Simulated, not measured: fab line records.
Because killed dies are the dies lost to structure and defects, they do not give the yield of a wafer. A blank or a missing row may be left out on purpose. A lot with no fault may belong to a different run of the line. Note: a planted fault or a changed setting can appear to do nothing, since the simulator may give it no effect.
Which tool is to blame? | flow sky130 | 43 wafers from 15 lots sampled at 6 of the route's 708 steps

## WHAT THE GAUGES READ, wafer by wafer
SKY_SD_N_TW_MEAS_12.
lot  | measured     | on            | SD_N_TW
L964 | day 27 20:26 | film-metro-04 | 3978 4022 3996
L965 | day 28 05:05 | film-metro-04 | 3965 3942 3958
L966 | day 28 19:51 | film-metro-02 | 4000 4018 4017
L968 | day 29 12:14 | film-metro-03 | 3974 3999 4001
L973 | day 30 19:17 | film-metro-02 | 4008 4013 4009
L974 | day 31 06:55 | film-metro-03 | 4046 4055
L975 | day 31 16:23 | film-metro-04 | 3977 3994
L978 | day 32 13:28 | film-metro-03 | 3995 4023 3986
L980 | day 33 08:06 | film-metro-04 | 4000 4003 3977
L981 | day 33 17:05 | film-metro-02 | 4024 4004 4022
L982 | day 33 21:47 | film-metro-02 | 3988 3972 3992
L983 | day 34 07:24 | film-metro-04 | 3975 3947 3969
L984 | day 34 08:23 | film-metro-03 | 4066 4051 4054
L986 | day 34 18:26 | film-metro-04 | 3925 3931 3926
L987 | day 35 01:32 | film-metro-04 | 3972 3988 3962

SKY_METAL2_RS_MEAS_05: the measuring method here is four-point-probe.
lot  | measured     | on            | METAL2_ALCU_RS (ohm/sq)
L964 | day 33 23:10 | film-metro-01 | 0.1271 0.1273 0.1279
L965 | day 34 07:21 | film-metro-03 | 0.1279 0.1274 0.1278
L966 | day 34 19:33 | film-metro-02 | 0.1245 0.1251 0.1235
L968 | day 35 13:08 | film-metro-01 | 0.1277 0.1270 0.1279
L973 | day 36 17:34 | film-metro-03 | 0.1273 0.0647 0.1274 0.1274 0.0648 0.1273
L974 | day 37 04:59 | film-metro-01 | 0.0651 0.0655 0.0650 0.0655
L975 | day 37 14:09 | film-metro-02 | 0.0647 0.1267 0.0645 0.1267
L978 | day 38 09:29 | film-metro-03 | 0.1275 0.1265 0.1262
L980 | day 39 01:29 | film-metro-03 | 0.1272 0.1282 0.1284
L981 | day 39 10:11 | film-metro-02 | 0.1278 0.1265 0.1275
L982 | day 39 13:44 | film-metro-03 | 0.1262 0.1267 0.1265
L983 | day 40 00:16 | film-metro-02 | 0.1266 0.1270 0.1267
L984 | day 40 01:46 | film-metro-02 | 0.1268 0.1275 0.1262
L986 | day 40 10:58 | film-metro-02 | 0.1264 0.1256 0.1252
L987 | day 40 16:57 | film-metro-01 | 0.1287 0.1271 0.1276

SKY_METAL2_THK_MEAS_06: measures by xrf.
lot  | measured     | on            | METAL2_ALCU_THK (nm)
L964 | day 33 23:17 | film-metro-01 | 251.8 251.4 250.6
L965 | day 34 07:28 | film-metro-03 | 254.3 253.2 250.2
L966 | day 34 19:39 | film-metro-02 | 255.5 252.8 257.3
L968 | day 35 13:16 | film-metro-01 | 252.8 250.7 250.6
L973 | day 36 21:02 | film-metro-03 | 250.2 492.0 251.9 252.1 489.1 254.8
L974 | day 37 09:16 | film-metro-01 | 484.9 484.7 488.5 485.0
L975 | day 37 16:34 | film-metro-02 | 486.7 250.2 485.4 251.3
L978 | day 38 09:35 | film-metro-03 | 249.8 254.5 252.2
L980 | day 39 01:35 | film-metro-03 | 249.8 248.5 248.1
L981 | day 39 10:18 | film-metro-02 | 246.7 251.0 248.5
L982 | day 39 13:51 | film-metro-03 | 252.5 255.0 251.0
L983 | day 40 00:23 | film-metro-02 | 248.9 248.4 248.1
L984 | day 40 01:53 | film-metro-02 | 250.6 248.0 250.1
L986 | day 40 11:05 | film-metro-02 | 250.6 251.3 252.2
L987 | day 40 17:04 | film-metro-01 | 249.5 253.7 250.9

## WHAT TOOL EACH LOT RAN ON (gives the tool, then ch and the chambers of the sampled wafers, and finally the start)
lot  | SKY_RES_XHIGH_STRIP_08               | SKY_LI_CONTACT_CMP_24         | SKY_METAL2_SPUTTER_02
L964 | plasma-asher-04 ch 0,1, day 26 15:05 | cmp-02 ch 0,1, day 29 03:31   | pvd-sputter-02, day 33 23:05
L965 | plasma-asher-03 ch 0,1, day 27 00:14 | cmp-02 ch 0,2,3, day 29 10:39 | pvd-sputter-01, day 34 07:14
L966 | plasma-asher-02 ch 0,1, day 27 15:08 | cmp-02 ch 2,3, day 30 02:04   | pvd-sputter-02, day 34 19:25
L968 | plasma-asher-02 ch 0,1, day 28 08:18 | cmp-02 ch 0,2,3, day 30 18:10 | pvd-sputter-01, day 35 13:03
L973 | plasma-asher-02 ch 0,1, day 29 15:23 | cmp-01 ch 0,3, day 32 01:36   | pvd-sputter-01, day 36 17:28
L974 | plasma-asher-03 ch 0, day 30 02:52   | cmp-01 ch 1,3, day 32 12:24   | pvd-sputter-01, day 37 04:51
L975 | plasma-asher-02 ch 0,1, day 30 12:16 | cmp-02 ch 0,3, day 32 21:35   | pvd-sputter-01, day 37 13:59
L978 | plasma-asher-02 ch 0,1, day 31 09:43 | cmp-02 ch 0,1, day 33 18:36   | pvd-sputter-04, day 38 09:20
L980 | plasma-asher-04 ch 0,1, day 32 05:19 | cmp-02 ch 0,1,3, day 34 11:44 | pvd-sputter-02, day 39 01:21
L981 | plasma-asher-04 ch 0,1, day 32 14:09 | cmp-01 ch 0,2,3, day 34 21:26 | pvd-sputter-04, day 39 10:05
L982 | plasma-asher-03 ch 0,1, day 32 17:51 | cmp-02 ch 0,1,2, day 35 01:41 | pvd-sputter-04, day 39 13:38
L983 | plasma-asher-02 ch 0,1, day 33 04:18 | cmp-01 ch 0,2,3, day 35 11:04 | pvd-sputter-02, day 40 00:10
L984 | plasma-asher-03 ch 0,1, day 33 05:20 | cmp-02 ch 0,2, day 35 12:56   | pvd-sputter-04, day 40 01:40
L986 | plasma-asher-03 ch 0,1, day 33 16:23 | cmp-01 ch 0,1,3, day 35 22:35 | pvd-sputter-04, day 40 10:52
L987 | plasma-asher-04 ch 0,1, day 33 23:14 | cmp-02 ch 0,2, day 36 05:49   | pvd-sputter-01, day 40 16:51
- SKY_RES_XHIGH_STRIP_08: strips in O2/N2.
- SKY_LI_CONTACT_CMP_24: polishes, stops on PSG, t overpolish 20 s, target thk 0 nm.
- SKY_METAL2_SPUTTER_02: material AlCu, target thk 250 nm, time 13.3 s.

## AS READ BY THE TOOLS THEMSELVES (means over the sampled wafers that have a number; for cases with no such wafer, the mark the record gives instead)
SKY_RES_XHIGH_STRIP_08.
lot  | tool            | drypump-motor-current-A (A) | oes-product-au (a.u.) | strip-time-to-endpoint-s (s)
L964 | plasma-asher-04 | 5.3                         | 0.711                 | 14.29
L965 | plasma-asher-03 | 5.4                         | 0.715                 | 14.30
L966 | plasma-asher-02 | 4.8                         | 0.709                 | 14.35
L968 | plasma-asher-02 | 4.8                         | 0.711                 | 14.23
L973 | plasma-asher-02 | 4.9                         | 0.709                 | 14.26
L974 | plasma-asher-03 | 6.1                         | 0.702                 | 14.32
L975 | plasma-asher-02 | 4.8                         | 0.705                 | 14.27
L978 | plasma-asher-02 | 4.8                         | 0.714                 | 14.30
L980 | plasma-asher-04 | 5.4                         | 0.709                 | 14.26
L981 | plasma-asher-04 | 5.4                         | 0.709                 | 14.29
L982 | plasma-asher-03 | 5.7                         | 0.711                 | 14.24
L983 | plasma-asher-02 | 4.8                         | 0.711                 | 14.29
L984 | plasma-asher-03 | 5.8                         | 0.714                 | 14.30
L986 | plasma-asher-03 | 5.7                         | 0.714                 | 14.29
L987 | plasma-asher-04 | 5.3                         | 0.717                 | 14.29

SKY_LI_CONTACT_CMP_24.
lot  | tool   | head-pressure-psi (psi) | motor-current-A (A) | overpolish-run-s (s) | platen-rpm (rpm) | retaining-ring-pressure-frac | time-to-endpoint-s (s)
L964 | cmp-02 | 3.484                   | 11.1                | 19.997               | 60.00            | 0.995                        | 93
L965 | cmp-02 | 3.495                   | 10.1                | 20.003               | 60.00            | 0.996                        | 92
L966 | cmp-02 | 3.496                   | 10.2                | 20.008               | 60.01            | 0.995                        | 97
L968 | cmp-02 | 3.504                   | 10.5                | 20.002               | 60.01            | 0.999                        | 93
L973 | cmp-01 | 3.499                   | 11.5                | 19.998               | 59.94            | 0.995                        | 99
L974 | cmp-01 | 3.510                   | 10.6                | 20.001               | 59.99            | 1.002                        | 102
L975 | cmp-02 | 3.499                   | 10.3                | 20.004               | 60.02            | 0.995                        | 96
L978 | cmp-02 | 3.507                   | 11.4                | 19.995               | 60.02            | 1.004                        | 91
L980 | cmp-02 | 3.502                   | 11.2                | 19.999               | 60.02            | 0.997                        | 94
L981 | cmp-01 | 3.504                   | 10.6                | 20.001               | 60.00            | 1.001                        | 96
L982 | cmp-02 | 3.500                   | 11.1                | 19.999               | 59.96            | 0.998                        | 90
L983 | cmp-01 | 3.500                   | 10.8                | 19.997               | 59.96            | 0.996                        | 96
L984 | cmp-02 | 3.494                   | 10.5                | 20.000               | 60.01            | 0.997                        | 94
L986 | cmp-01 | 3.509                   | 11.0                | 20.002               | 60.01            | 0.997                        | 98
L987 | cmp-02 | 3.500                   | 10.6                | 19.999               | 59.99            | 0.997                        | 100

SKY_METAL2_SPUTTER_02.
lot  | tool           | throttle-valve-pct (%)
L964 | pvd-sputter-02 | 30.0
L965 | pvd-sputter-01 | 29.3
L966 | pvd-sputter-02 | 30.2
L968 | pvd-sputter-01 | 28.9
L973 | pvd-sputter-01 | 29.3
L974 | pvd-sputter-01 | 29.4
L975 | pvd-sputter-01 | 29.5
L978 | pvd-sputter-04 | 29.2
L980 | pvd-sputter-02 | 30.6
L981 | pvd-sputter-04 | 29.5
L982 | pvd-sputter-04 | 28.5
L983 | pvd-sputter-02 | 30.1
L984 | pvd-sputter-04 | 30.4
L986 | pvd-sputter-04 | 29.2
L987 | pvd-sputter-01 | 29.5

## THE ANSWER, worked out from the rows above alone
Rule: usual is defined by the lots themselves. Put in order of their means at a reading, lots are off if they are a third of the lots or fewer, leave a main group of 4 or more, and stand apart from it by a gap of 3 or more times the standard deviation of the main group's means; of several such gaps the widest counts. The tables above print the reading to a certain number of digits; a main group whose means all agree to those digits is not used. A lot without any number at a reading at which 4 lots or more have one is off too. The other lots that the step has rows for count as sound. After the gauges, taken in route order, come the tools' own readings; for these a lot's mean is taken, as printed above. The first step at which some lot is off is used, and at that step the reading that is off furthest; a lot without a number counts as furthest.
Off: L973, L974, L975, seen at SKY_METAL2_RS_MEAS_05 (METAL2_ALCU_RS). For the main group the mean is 0.1269 ohm/sq and the standard deviation 0.00097.
If a tool, at a process step before that reading, ran all the lots that are off and no sound lot after the first of them, it fits. Gauges at SKY_METAL2_RS_MEAS_05: tried the same way as those tools. Not one of the candidates tried fits.

## WHAT THE SIMULATOR PUT IN
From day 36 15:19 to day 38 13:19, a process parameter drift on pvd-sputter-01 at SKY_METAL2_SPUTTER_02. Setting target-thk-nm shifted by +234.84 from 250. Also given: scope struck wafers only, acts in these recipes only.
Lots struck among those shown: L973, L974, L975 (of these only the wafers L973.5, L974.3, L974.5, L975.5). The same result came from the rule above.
